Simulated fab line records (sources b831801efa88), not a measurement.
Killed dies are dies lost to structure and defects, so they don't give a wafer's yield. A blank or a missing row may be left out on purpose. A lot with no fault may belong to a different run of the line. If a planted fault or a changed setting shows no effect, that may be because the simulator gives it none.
fab line records	flow sky130
record: lots: 5	wafers: 15	lastDay: 50
route steps=708 shown VT_ADJUST_PCH@144 SONOS_TUNNEL@154 SONOS_ONO@168
lots that met no fault: from a run of the same line without faults
startH: hours from the record's first day to the start of the lot's first wafer shown	waitH: how many hours have passed since the lot's step before this one	" unchanged from the row above	L1.1+2: several wafers, shown together as one row	- no value present, or no start provided	* or withheld: withheld	< > ~ a bound
route shown NAME@n: NAME is a module with steps in the file, n the number in the route of the first one	usual: the fault-free wafers' mean and standard deviation	same: alike in all rows	chamber/n: place in a boat	sites: per-site readings	_std_site: their standard deviation	_edge_site: mean of outer sites minus mean of inner sites	radiusMm: how far each site lies from the wafer's centre	mask NAME#n: copy n	behind: the last tool/chamber to shape the wafer	hold: why the lot went on hold/how many hours it stayed there/how the hold came to an end	device: names the non-switching transistor (n, p or np)	end of line: the same wafers' tests at the end of the route	a step given without rows: its recipe and nothing more	killed: count of dies lost to structure and defects at first sort (not the wafer's yield)	map: per-die view of a wafer (x killed, . not killed, _ where there is no die)
set.NAME: the setting as run; set.NAME@STEP: as run at that earlier step	model.NAME: the simulator's own value behind a step, which no gauge read
lots at some steps of the route; a table a step, a row a wafer
services: a tool's chamber out of use, with start hour (startH, from the record's first day; less than 0 if before it), hours out, and reason
== steps ==
step: SKY_VT_ADJUST_PCH_HMDS_01
recipe: primeTimeS: 60	primeTempC: 120
usual: primeTempC: 119.99/0.13
lot.wafer	tool	chamber	startH	waitH	primeTempC
L074.2	lithoTrack-03	0	217.44	0.1	119.83
L074.4	"	0	"	"	119.90
L074.5	"	0	"	"	119.89
L076.1	lithoTrack-04	0	230.75	0.1	120.20
L076.5	"	0	"	"	120.08
L076.6	"	0	"	"	119.97
L086.2	lithoTrack-04	0	305.13	0.1	119.87
L086.4	"	0	"	"	119.88
L086.6	"	0	"	"	120.03
L089.3	lithoTrack-02	0	323.11	0.1	119.98
L089.4	"	0	"	"	120.02
L089.6	"	0	"	"	119.93
L095.1	lithoTrack-02	0	376.11	0.1	120.14
L095.3	"	0	"	"	119.97
L095.5	"	0	"	"	120.16
step: SKY_VT_ADJUST_PCH_COAT_02
recipe: spinRpm: 2000	resistThkNm: 3000
usual: spinSpeedRpm: 1999.6/1.1
lot.wafer	tool	chamber	startH	waitH	spinSpeedRpm
L074.2	lithoTrack-03	0	217.59	0.1	2001.7
L074.4	"	0	"	"	1999.5
L074.5	"	0	"	"	2002.0
L076.1	lithoTrack-04	0	230.90	0.1	1999.9
L076.5	"	0	"	"	1999.3
L076.6	"	0	"	"	1999.0
L086.2	lithoTrack-04	0	305.28	0.1	1999.9
L086.4	"	0	"	"	1999.5
L086.6	"	0	"	"	2002.0
L089.3	lithoTrack-02	0	323.26	0.1	1998.6
L089.4	"	0	"	"	1997.7
L089.6	"	0	"	"	1998.9
L095.1	lithoTrack-02	0	376.26	0.1	2001.0
L095.3	"	0	"	"	2001.1
L095.5	"	0	"	"	1998.8
step: SKY_VT_ADJUST_PCH_SOFTBAKE_03
recipe: tempC: 110	timeS: withheld
lot.wafer	tool	chamber	startH	waitH
L074.2+4+5	lithoTrack-03	0	217.75	0.1
L076.1+5+6	lithoTrack-04	0	231.05	0.1
L086.2+4+6	lithoTrack-04	0	305.43	0.1
L089.3+4+6	lithoTrack-02	0	323.43	0.1
L095.1+3+5	lithoTrack-02	0	376.41	0.1
step: SKY_VT_ADJUST_PCH_EXPOSE_04
recipe: maskId: NWM	na: 0.6	sourceShape: conventional	sigmaOuter: 0.6	polarization: unpolarized	targetCdNm: 840	doseMj: 249.1
lot.wafer	tool	chamber	startH	waitH	mask
L074.2+4+5	ilineStepper-02	0	-	-	NWM#0
L076.1+5+6	ilineStepper-01	0	-	-	NWM#0
L086.2+4+6	ilineStepper-02	0	-	-	NWM#0
L089.3+4+6	ilineStepper-02	0	-	-	NWM#0
L095.1+3+5	ilineStepper-02	0	-	-	NWM#0
step: SKY_VT_ADJUST_PCH_PEB_05
recipe: tempC: 115	timeS: withheld
lot.wafer	tool	chamber	startH	waitH
L074.2+4+5	lithoTrack-04	0	-	-
L076.1+5+6	lithoTrack-04	0	-	-
L086.2+4+6	lithoTrack-02	0	-	-
L089.3+4+6	lithoTrack-04	0	-	-
L095.1+3+5	lithoTrack-02	0	-	-
step: SKY_VT_ADJUST_PCH_DEVELOP_06
recipe: wallAngleDeg: 90	developer: TMAH	developTimeS: 60	devTempC: 23
usual: developerTempC: 23.01/0.1
lot.wafer	tool	chamber	startH	waitH	developerTempC
L074.2	lithoTrack-04	0	-	-	23.01
L074.4	"	0	"	"	22.94
L074.5	"	0	"	"	22.97
L076.1	lithoTrack-04	0	-	-	23.03
L076.5	"	0	"	"	22.98
L076.6	"	0	"	"	22.88
L086.2	lithoTrack-02	0	-	-	22.99
L086.4	"	0	"	"	22.96
L086.6	"	0	"	"	22.87
L089.3	lithoTrack-04	0	-	-	23.15
L089.4	"	0	"	"	23.05
L089.6	"	0	"	"	23.13
L095.1	lithoTrack-02	0	-	-	22.96
L095.3	"	0	"	"	23.00
L095.5	"	0	"	"	23.12
step: SKY_VT_ADJUST_PCH_OVL_MEAS_07
usual: VT_ADJUST_PCH_OVL: 0.4/1.4
lot.wafer	tool	chamber	startH	waitH	VT_ADJUST_PCH_OVL[nm]
L074.2	overlay-01	-	229.31	-	-0.5
L074.4	"	-	"	"	0.7
L074.5	"	-	"	"	-0.4
L076.1	overlay-02	-	243.20	-	1.7
L076.5	"	-	"	"	0.2
L076.6	"	-	"	"	1.6
L086.2	overlay-02	-	318.72	-	0.2
L086.4	"	-	"	"	1.4
L086.6	"	-	"	"	-0.4
L089.3	overlay-02	-	336.76	-	3.5
L089.4	"	-	"	"	0.2
L089.6	"	-	"	"	0.3
L095.1	overlay-02	-	391.36	-	1.5
L095.3	"	-	"	"	0.4
L095.5	"	-	"	"	-0.4
step: SKY_VT_ADJUST_PCH_IMPLANT_08
recipe: species: B	energyKev: 10	doseCm2: 5e+11	tiltDeg: withheld
usual: faradayCurrentUA: 2.83/0.053
lot.wafer	tool	chamber	startH	waitH	faradayCurrentUA
L074.2	implanter-01	0	229.36	0.0	2.85
L074.4	"	0	"	"	2.78
L074.5	"	0	"	"	2.87
L076.1	implanter-01	0	243.24	0.0	2.84
L076.5	"	0	"	"	2.87
L076.6	"	0	"	"	2.81
L086.2	implanter-04	0	318.78	0.0	2.82
L086.4	"	0	"	"	2.86
L086.6	"	0	"	"	2.84
L089.3	implanter-04	0	336.84	0.1	2.80
L089.4	"	0	"	"	2.82
L089.6	"	0	"	"	2.77
L095.1	implanter-04	0	391.40	0.0	2.83
L095.3	"	0	"	"	2.81
L095.5	"	0	"	"	2.90
step: SKY_VT_ADJUST_PCH_STRIP_09
recipe: chemistry: O2/N2	powerW: 1400	pressureMtorr: 1500	platenTempC: withheld	o2FlowSccm: 3000	n2FlowSccm: 300	overashFraction: 0.5
usual: drypumpMotorCurrentA: 5.8/0.44	oesProductAu: 0.722/0.0044	stripTimeToEndpointS: 36.98/0.1
lot.wafer	tool	chamber	startH	waitH	drypumpMotorCurrentA	oesProductAu	rfHoursCounterH	stripTimeToEndpointS
L074.2	plasmaAsher-01	0	229.49	0.1	6.2	0.721	12	36.96
L074.4	"	1	"	"	5.5	0.725	-	36.90
L074.5	"	1	"	"	5.4	0.718	-	36.92
L076.1	plasmaAsher-02	1	243.39	0.1	4.9	0.722	56	37.03
L076.5	"	0	"	"	5.8	0.729	-	37.01
L076.6	"	1	"	"	4.9	0.725	-	37.00
L086.2	plasmaAsher-04	1	318.90	0.1	6.0	0.722	57	37.12
L086.4	"	0	"	"	6.1	0.715	-	37.04
L086.6	"	1	"	"	6.0	0.720	-	37.06
L089.3	plasmaAsher-04	0	336.97	0.1	6.1	0.724	-	37.04
L089.4	"	1	"	"	6.0	0.717	-	37.08
L089.6	"	0	"	"	6.1	0.713	-	37.12
L095.1	plasmaAsher-01	1	391.55	0.1	5.4	0.722	28	36.90
L095.3	"	1	"	"	5.4	0.720	-	37.01
L095.5	"	1	"	"	5.5	0.723	-	36.94
step: SKY_VT_ADJUST_PCH_TW_MEAS_10
usual: VT_ADJUST_PCH_TW: 142.2/0.99
lot.wafer	tool	chamber	startH	waitH	VT_ADJUST_PCH_TW
L074.2	filmMetro-01	-	229.60	0.1	141.8
L074.4	"	-	"	"	141.7
L074.5	"	-	"	"	141.8
L076.1	filmMetro-02	-	243.49	0.1	142.1
L076.5	"	-	"	"	142.5
L076.6	"	-	"	"	142.2
L086.2	filmMetro-03	-	319.01	0.1	142.9
L086.4	"	-	"	"	142.5
L086.6	"	-	"	"	142.3
L089.3	filmMetro-01	-	337.06	0.1	141.7
L089.4	"	-	"	"	141.5
L089.6	"	-	"	"	141.8
L095.1	filmMetro-03	-	391.65	0.1	141.4
L095.3	"	-	"	"	142.4
L095.5	"	-	"	"	141.4
step: SKY_SONOS_TUNNEL_DEHYDRATE_00
recipe: tempC: 200	timeS: 60
lot.wafer	tool	chamber	startH	waitH
L074.2+4+5	lithoTrack-03	0	240.34	10.7
L076.1+5+6	lithoTrack-01	0	254.26	10.8
L086.2+4+6	lithoTrack-01	0	331.84	12.8
L089.3+4+6	lithoTrack-04	0	350.05	13.0
L095.1+3+5	lithoTrack-01	0	405.71	14.1
step: SKY_SONOS_TUNNEL_HMDS_01
recipe: primeTimeS: 60	primeTempC: 120
usual: primeTempC: 120.00/0.14
lot.wafer	tool	chamber	startH	waitH	primeTempC
L074.2	lithoTrack-03	0	240.49	0.1	120.03
L074.4	"	0	"	"	120.08
L074.5	"	0	"	"	119.92
L076.1	lithoTrack-01	0	254.41	0.1	120.12
L076.5	"	0	"	"	119.99
L076.6	"	0	"	"	120.01
L086.2	lithoTrack-01	0	331.99	0.1	120.18
L086.4	"	0	"	"	120.16
L086.6	"	0	"	"	120.15
L089.3	lithoTrack-04	0	350.20	0.1	119.83
L089.4	"	0	"	"	119.88
L089.6	"	0	"	"	119.85
L095.1	lithoTrack-01	0	405.86	0.1	119.79
L095.3	"	0	"	"	120.06
L095.5	"	0	"	"	120.06
step: SKY_SONOS_TUNNEL_COAT_02
recipe: resist: NOVOLAK	spinRpm: 3000	resistThkNm: 1140
usual: spinSpeedRpm: 3000.1/1.7
lot.wafer	tool	chamber	startH	waitH	spinSpeedRpm
L074.2	lithoTrack-03	0	240.64	0.1	3001.1
L074.4	"	0	"	"	2998.5
L074.5	"	0	"	"	3000.1
L076.1	lithoTrack-01	0	254.56	0.1	3001.3
L076.5	"	0	"	"	3001.0
L076.6	"	0	"	"	3001.9
L086.2	lithoTrack-01	0	332.14	0.1	3002.0
L086.4	"	0	"	"	3000.6
L086.6	"	0	"	"	3002.1
L089.3	lithoTrack-04	0	350.35	0.1	3000.4
L089.4	"	0	"	"	2999.2
L089.6	"	0	"	"	3000.1
L095.1	lithoTrack-01	0	406.01	0.1	2998.4
L095.3	"	0	"	"	3001.9
L095.5	"	0	"	"	2999.6
step: SKY_SONOS_TUNNEL_SOFTBAKE_03
recipe: tempC: 90	timeS: 60	resist: NOVOLAK
lot.wafer	tool	chamber	startH	waitH
L074.2+4+5	lithoTrack-03	0	240.79	0.1
L076.1+5+6	lithoTrack-01	0	254.71	0.1
L086.2+4+6	lithoTrack-01	0	332.29	0.1
L089.3+4+6	lithoTrack-04	0	350.50	0.1
L095.1+3+5	lithoTrack-01	0	406.16	0.1
step: SKY_SONOS_TUNNEL_EXPOSE_04
recipe: maskId: TUNM	na: 0.6	sourceShape: conventional	sigmaOuter: 0.6	polarization: unpolarized	targetCdNm: 410	doseMj: 136
lot.wafer	tool	chamber	startH	waitH	mask
L074.2+4+5	ilineStepper-01	0	-	-	TUNM#0
L076.1+5+6	ilineStepper-01	0	-	-	TUNM#0
L086.2+4+6	ilineStepper-02	0	-	-	TUNM#0
L089.3+4+6	ilineStepper-01	0	-	-	TUNM#0
L095.1+3+5	ilineStepper-02	0	-	-	TUNM#0
step: SKY_SONOS_TUNNEL_PEB_05
recipe: tempC: withheld	timeS: *	resist: NOVOLAK
lot.wafer	tool	chamber	startH	waitH
L074.2+4+5	lithoTrack-03	0	-	-
L076.1+5+6	lithoTrack-01	0	-	-
L086.2+4+6	lithoTrack-04	0	-	-
L089.3+4+6	lithoTrack-04	0	-	-
L095.1+3+5	lithoTrack-03	0	-	-
step: SKY_SONOS_TUNNEL_DEVELOP_06
recipe: resist: NOVOLAK	developer: TMAH	developTimeS: 60	devTempC: 23
usual: developerTempC: 22.97/0.11
lot.wafer	tool	chamber	startH	waitH	developerTempC
L074.2	lithoTrack-03	0	252.69	0.1	23.02
L074.4	"	0	"	"	22.90
L074.5	"	0	"	"	23.08
L076.1	lithoTrack-01	0	266.01	0.1	23.12
L076.5	"	0	"	"	23.14
L076.6	"	0	"	"	23.13
L086.2	lithoTrack-04	0	345.83	0.1	22.88
L086.4	"	0	"	"	22.80
L086.6	"	0	"	"	22.92
L089.3	lithoTrack-04	0	364.55	0.1	22.90
L089.4	"	0	"	"	22.75
L089.6	"	0	"	"	23.06
L095.1	lithoTrack-03	0	421.42	0.1	23.00
L095.3	"	0	"	"	22.93
L095.5	"	0	"	"	22.97
step: SKY_SONOS_TUNNEL_CD_MEAS_07
recipe: targetCdNm: 410
usual: cdNm: 410.1/2.1
lot.wafer	tool	chamber	startH	waitH	cdNm
L074.2	cdSem-02	-	252.84	0.1	411.4
L074.4	"	-	"	"	414.7
L074.5	"	-	"	"	412.1
L076.1	cdSem-01	-	266.16	0.1	407.2
L076.5	"	-	"	"	406.1
L076.6	"	-	"	"	407.6
L086.2	cdSem-02	-	345.97	0.1	406.8
L086.4	"	-	"	"	404.9
L086.6	"	-	"	"	407.3
L089.3	cdSem-01	-	364.69	0.1	409.6
L089.4	"	-	"	"	410.8
L089.6	"	-	"	"	412.0
L095.1	cdSem-02	-	421.57	0.1	411.8
L095.3	"	-	"	"	411.5
L095.5	"	-	"	"	411.3
step: SKY_SONOS_TUNNEL_OVL_MEAS_08
usual: SONOS_TUNNEL_OVL: 0.5/1.5
lot.wafer	tool	chamber	startH	waitH	SONOS_TUNNEL_OVL[nm]
L074.2	overlay-01	-	252.94	0.1	1.0
L074.4	"	-	"	"	1.3
L074.5	"	-	"	"	0.7
L076.1	overlay-02	-	266.28	0.1	-0.2
L076.5	"	-	"	"	0.8
L076.6	"	-	"	"	0.5
L086.2	overlay-01	-	346.08	0.1	-1.8
L086.4	"	-	"	"	-2.8
L086.6	"	-	"	"	-2.6
L089.3	overlay-02	-	364.78	0.1	-2.0
L089.4	"	-	"	"	-0.6
L089.6	"	-	"	"	0.1
L095.1	overlay-02	-	421.69	0.1	-0.7
L095.3	"	-	"	"	1.2
L095.5	"	-	"	"	0.1
step: SKY_SONOS_TUNNEL_IMPLANT_09
recipe: species: B	energyKev: 20	doseCm2: 1e+12	tiltDeg: withheld
usual: faradayCurrentUA: 5.65/0.12
lot.wafer	tool	chamber	startH	waitH	faradayCurrentUA
L074.2	implanter-04	0	253.00	0.0	5.63
L074.4	"	0	"	"	5.76
L074.5	"	0	"	"	5.65
L076.1	implanter-04	0	266.32	0.0	5.67
L076.5	"	0	"	"	5.62
L076.6	"	0	"	"	5.86
L086.2	implanter-02	0	346.13	0.0	5.61
L086.4	"	0	"	"	5.47
L086.6	"	0	"	"	5.69
L089.3	implanter-02	0	364.86	0.1	5.61
L089.4	"	0	"	"	5.66
L089.6	"	0	"	"	5.61
L095.1	implanter-03	0	421.72	0.0	5.71
L095.3	"	0	"	"	5.68
L095.5	"	0	"	"	5.63
step: SKY_SONOS_TUNNEL_WET_ETCH_10
recipe: chemistry: dHF	targetDepthNm: 14	target: SiO2	dilution: 100:1	tempC: 25	timeS: 280
usual: bathHeatDutyPct: 6.5/0.57
lot.wafer	tool	chamber	startH	waitH	bathHeatDutyPct
L074.2	wetBench-02	2	253.12	0.1	7.1
L074.4	"	2	"	"	7.4
L074.5	"	2	"	"	6.3
L076.1	wetBench-02	3	266.47	0.1	6.9
L076.5	"	3	"	"	7.6
L076.6	"	3	"	"	6.0
L086.2	wetBench-01	0	346.26	0.1	6.2
L086.4	"	0	"	"	6.5
L086.6	"	0	"	"	6.9
L089.3	wetBench-04	0	364.96	0.1	6.2
L089.4	"	0	"	"	6.4
L089.6	"	0	"	"	6.1
L095.1	wetBench-04	0	421.87	0.1	6.7
L095.3	"	0	"	"	6.9
L095.5	"	0	"	"	6.9
step: SKY_SONOS_TUNNEL_STRIP_11
recipe: chemistry: SPM	timeS: 600	tempC: 130
usual: bathHeatDutyPct: 15.0/1.2
lot.wafer	tool	chamber	startH	waitH	bathHeatDutyPct
L074.2	wetBench-04	2	253.21	0.0	13.6
L074.4	"	2	"	"	15.4
L074.5	"	2	"	"	16.0
L076.1	wetBench-01	3	266.56	0.0	13.3
L076.5	"	3	"	"	14.4
L076.6	"	3	"	"	14.5
L086.2	wetBench-01	3	346.36	0.0	14.0
L086.4	"	3	"	"	14.8
L086.6	"	3	"	"	14.5
L089.3	wetBench-02	0	365.04	0.0	12.8
L089.4	"	0	"	"	15.8
L089.6	"	0	"	"	14.8
L095.1	wetBench-02	0	421.96	0.0	14.8
L095.3	"	0	"	"	14.9
L095.5	"	0	"	"	14.7
step: SKY_SONOS_TUNNEL_TW_MEAS_12
usual: SONOS_TUNNEL_TW: 197.2/1.7
lot.wafer	tool	chamber	startH	waitH	SONOS_TUNNEL_TW
L074.2	filmMetro-02	-	253.41	0.0	197.0
L074.4	"	-	"	"	198.3
L074.5	"	-	"	"	197.1
L076.1	filmMetro-01	-	266.73	0.0	195.3
L076.5	"	-	"	"	195.2
L076.6	"	-	"	"	194.9
L086.2	filmMetro-01	-	346.58	0.0	197.0
L086.4	"	-	"	"	195.8
L086.6	"	-	"	"	195.3
L089.3	filmMetro-01	-	365.24	0.0	199.5
L089.4	"	-	"	"	200.2
L089.6	"	-	"	"	199.8
L095.1	filmMetro-01	-	422.17	0.0	199.1
L095.3	"	-	"	"	199.8
L095.5	"	-	"	"	199.8
step: SKY_SONOS_TUNNEL_CLEAN_13
recipe: chemistry: dHF	timeS: 20	dilution: 100:1	dry: ipaMarangoni
lot.wafer	tool	chamber	startH	waitH
L074.2+4+5	wetBench-02	0	253.46	0.0
L076.1+5+6	wetBench-04	0	266.79	0.1
L086.2+4+6	wetBench-01	2	346.63	0.0
L089.3+4+6	wetBench-01	0	365.28	0.0
L095.1+3+5	wetBench-01	0	422.23	0.1
step: SKY_SONOS_ONO_OXIDATION_00
recipe: tempC: 800	ambient: O2	idleTempC: 700	rampUpCPerMin: 10	rampDownCPerMin: 3	stabiliseS: 600	purgeS: 300	targetThkA: 26	oxTimeS: 1249
usual: rampUpCPerMin: 10.0000/0.002	spikeTcLowerC: 801.2/1	zonePowerUpperPct: 14.9/0.75
lot.wafer	tool	chamber	startH	waitH	rampUpCPerMin	spikeTcLowerC	zonePowerUpperPct
L074.2	furnace-01	0	256.35	2.9	10.003	801.4	13.6
L074.4	"	0	"	"	10.001	801.4	13.9
L074.5	"	0	"	"	10.002	801.1	14.0
L076.1	furnace-02	0	269.16	2.4	10.001	803.2	15.2
L076.5	"	0	"	"	10.002	801.5	15.2
L076.6	"	0	"	"	10.002	798.7	15.5
L086.2	furnace-02	0	347.21	0.6	10.002	801.1	15.3
L086.4	"	0	"	"	10.000	801.6	15.3
L086.6	"	0	"	"	10.000	803.2	15.3
L089.3	furnace-02	0	367.56	2.3	9.9978	802.3	15.2
L089.4	"	0	"	"	9.9990	801.6	15.2
L089.6	"	0	"	"	9.9984	800.7	15.5
L095.1	furnace-01	0	424.85	2.6	9.9987	799.8	13.6
L095.3	"	0	"	"	10.001	801.7	13.9
L095.5	"	0	"	"	9.9983	800.0	13.7
step: SKY_SONOS_ONO_THK_MEAS_01
recipe: reads: SiO2_of_SONOS_ONO_OXIDATION_00
usual: SONOS_ONO_OXIDATION_THK: 2.61/0.055
lot.wafer	tool	chamber	startH	waitH	SONOS_ONO_OXIDATION_THK[nm]
L074.2	filmMetro-04	-	257.70	0.0	2.62
L074.4	"	-	"	"	2.54
L074.5	"	-	"	"	2.53
L076.1	filmMetro-04	-	270.51	0.0	2.58
L076.5	"	-	"	"	2.68
L076.6	"	-	"	"	2.62
L086.2	filmMetro-02	-	348.57	0.0	2.62
L086.4	"	-	"	"	2.61
L086.6	"	-	"	"	2.67
L089.3	filmMetro-04	-	368.92	0.0	2.62
L089.4	"	-	"	"	2.57
L089.6	"	-	"	"	2.61
L095.1	filmMetro-02	-	426.20	0.0	2.50
L095.3	"	-	"	"	2.57
L095.5	"	-	"	"	2.60
step: SKY_SONOS_ONO_CVD_02
recipe: material: Si3N4	precursor: DCS/NH3	targetThkNm: 10.5	tempC: 770	timeS: 180	pressureMtorr: 250
usual: spikeTcLowerC: 770.4/1.3	zonePowerUpperPct: 13.4/0.75
lot.wafer	tool	chamber	startH	waitH	spikeTcLowerC	zonePowerUpperPct
L074.2	lpcvd-02	1	257.95	0.2	772.6	14.0
L074.4	"	1	"	"	769.5	13.9
L074.5	"	1	"	"	771.5	13.9
L076.1	lpcvd-02	0	271.59	1.1	768.6	12.6
L076.5	"	0	"	"	771.1	12.8
L076.6	"	0	"	"	769.4	12.7
L086.2	lpcvd-02	0	349.77	1.2	770.6	12.6
L086.4	"	0	"	"	771.2	12.9
L086.6	"	0	"	"	769.9	12.6
L089.3	lpcvd-02	0	369.44	0.5	769.5	12.6
L089.4	"	0	"	"	768.2	12.5
L089.6	"	0	"	"	770.0	12.4
L095.1	lpcvd-02	1	426.70	0.5	770.1	14.0
L095.3	"	1	"	"	769.4	14.1
L095.5	"	1	"	"	771.9	14.2
step: SKY_SONOS_ONO_THK_MEAS_03
recipe: reads: Si3N4_of_SONOS_ONO_CVD_02
usual: SONOS_ONO_CVD_02_THK: 10.57/0.15
lot.wafer	tool	chamber	startH	waitH	SONOS_ONO_CVD_02_THK[nm]
L074.2	filmMetro-03	-	259.01	0.0	10.54
L074.4	"	-	"	"	10.59
L074.5	"	-	"	"	10.38
L076.1	filmMetro-04	-	272.64	0.0	10.42
L076.5	"	-	"	"	10.34
L076.6	"	-	"	"	10.49
L086.2	filmMetro-02	-	350.83	0.0	10.40
L086.4	"	-	"	"	10.36
L086.6	"	-	"	"	10.42
L089.3	filmMetro-04	-	370.51	0.0	10.30
L089.4	"	-	"	"	10.47
L089.6	"	-	"	"	10.41
L095.1	filmMetro-03	-	427.75	0.0	10.64
L095.3	"	-	"	"	10.66
L095.5	"	-	"	"	10.60
step: SKY_SONOS_ONO_CVD_04
recipe: material: SiO2	precursor: SiH4/N2O	targetThkNm: 5.7199	tempC: 900	pressureMtorr: 400
usual: spikeTcLowerC: 899.7/1	zonePowerUpperPct: 15.8/0.67
lot.wafer	tool	chamber	startH	waitH	spikeTcLowerC	zonePowerUpperPct
L074.2	lpcvd-03	1	259.06	0.0	899.1	16.8
L074.4	"	1	"	"	899.8	16.5
L074.5	"	1	"	"	900.9	16.5
L076.1	lpcvd-03	0	272.70	0.1	898.6	14.8
L076.5	"	0	"	"	899.9	15.1
L076.6	"	0	"	"	901.9	15.1
L086.2	lpcvd-03	0	350.88	0.0	899.3	15.0
L086.4	"	0	"	"	901.3	15.2
L086.6	"	0	"	"	901.3	15.1
L089.3	lpcvd-03	1	370.95	0.4	901.3	16.7
L089.4	"	1	"	"	898.0	16.5
L089.6	"	1	"	"	898.4	16.7
L095.1	lpcvd-03	1	427.81	0.1	900.0	16.7
L095.3	"	1	"	"	899.2	16.6
L095.5	"	1	"	"	899.9	16.4
step: SKY_SONOS_ONO_THK_MEAS_05
recipe: reads: SiO2_of_SONOS_ONO_CVD_04
usual: SONOS_ONO_CVD_04_THK: 5.67/0.11
lot.wafer	tool	chamber	startH	waitH	SONOS_ONO_CVD_04_THK[nm]
L074.2	filmMetro-03	-	260.32	0.0	5.76
L074.4	"	-	"	"	5.77
L074.5	"	-	"	"	5.68
L076.1	filmMetro-02	-	273.95	0.0	5.70
L076.5	"	-	"	"	5.54
L076.6	"	-	"	"	5.56
L086.2	filmMetro-02	-	352.14	0.0	5.70
L086.4	"	-	"	"	5.78
L086.6	"	-	"	"	5.79
L089.3	filmMetro-04	-	372.85	0.0	5.64
L089.4	"	-	"	"	5.61
L089.6	"	-	"	"	5.61
L095.1	filmMetro-04	-	429.06	0.0	5.65
L095.3	"	-	"	"	5.67
L095.5	"	-	"	"	5.58
step: SKY_SONOS_ONO_DEHYDRATE_06
recipe: tempC: 200	timeS: 60
lot.wafer	tool	chamber	startH	waitH
L074.2+4+5	lithoTrack-01	0	271.74	11.4
L076.1+5+6	lithoTrack-02	0	285.26	11.3
L086.2+4+6	lithoTrack-02	0	365.54	13.4
L089.3+4+6	lithoTrack-01	0	387.21	14.4
L095.1+3+5	lithoTrack-01	0	443.51	14.4
step: SKY_SONOS_ONO_HMDS_07
recipe: primeTimeS: 60	primeTempC: 120
usual: primeTempC: 119.98/0.16
lot.wafer	tool	chamber	startH	waitH	primeTempC
L074.2	lithoTrack-01	0	271.89	0.1	120.00
L074.4	"	0	"	"	119.78
L074.5	"	0	"	"	119.82
L076.1	lithoTrack-02	0	285.41	0.1	120.07
L076.5	"	0	"	"	119.91
L076.6	"	0	"	"	120.12
L086.2	lithoTrack-02	0	365.69	0.1	120.26
L086.4	"	0	"	"	119.92
L086.6	"	0	"	"	119.98
L089.3	lithoTrack-01	0	387.36	0.1	120.00
L089.4	"	0	"	"	119.97
L089.6	"	0	"	"	120.07
L095.1	lithoTrack-01	0	443.66	0.1	120.16
L095.3	"	0	"	"	120.09
L095.5	"	0	"	"	120.12
step: SKY_SONOS_ONO_COAT_08
recipe: resist: NOVOLAK	spinRpm: 3024	resistThkNm: 1140
usual: spinSpeedRpm: 3024.2/1.8
lot.wafer	tool	chamber	startH	waitH	spinSpeedRpm
L074.2	lithoTrack-01	0	272.04	0.1	3023.3
L074.4	"	0	"	"	3024.5
L074.5	"	0	"	"	3020.7
L076.1	lithoTrack-02	0	285.56	0.1	3029.7
L076.5	"	0	"	"	3028.0
L076.6	"	0	"	"	3026.1
L086.2	lithoTrack-02	0	365.84	0.1	3023.5
L086.4	"	0	"	"	3025.2
L086.6	"	0	"	"	3024.5
L089.3	lithoTrack-01	0	387.51	0.1	3023.5
L089.4	"	0	"	"	3026.1
L089.6	"	0	"	"	3025.8
L095.1	lithoTrack-01	0	443.81	0.1	3023.5
L095.3	"	0	"	"	3024.8
L095.5	"	0	"	"	3024.6
step: SKY_SONOS_ONO_SOFTBAKE_09
recipe: tempC: 90	timeS: 60	resist: NOVOLAK
lot.wafer	tool	chamber	startH	waitH
L074.2+4+5	lithoTrack-01	0	272.19	0.1
L076.1+5+6	lithoTrack-02	0	285.71	0.1
L086.2+4+6	lithoTrack-02	0	365.99	0.1
L089.3+4+6	lithoTrack-01	0	387.66	0.1
L095.1+3+5	lithoTrack-01	0	443.96	0.1
== services ==
tool	chamber	startH	hours	kind
lpcvd-03	-	198.01	14.6	pm
implanter-04	-	198.41	3.6	repair
implanter-02	-	200.87	5.4	repair
ilineStepper-02	-	221.24	1.7	pm
ilineStepper-02	-	231.04	0.5	repair
furnace-01	-	239.43	6.0	repair
furnace-02	-	251.12	4.3	pm
ilineStepper-02	-	251.30	0.8	repair
implanter-01	-	253.66	1.8	repair
ilineStepper-02	-	266.93	2.4	repair
implanter-01	-	302.30	2.3	pm
furnace-02	-	334.64	1.1	pm
wetBench-02	-	344.75	1.9	pm
wetBench-04	-	345.38	1.9	pm
wetBench-04	-	347.70	2.9	repair
lpcvd-03	-	370.42	0.5	repair
lpcvd-03	-	372.83	6.1	pm
ilineStepper-01	-	375.59	1.7	pm
wetBench-02	-	382.62	2.3	repair
ilineStepper-02	-	415.69	2.1	pm
furnace-02	-	418.58	3.2	pm
furnace-02	-	421.76	3.4	pm
lpcvd-03	-	429.82	0.4	repair
ilineStepper-02	-	439.42	1.7	pm
== key ==
fault none
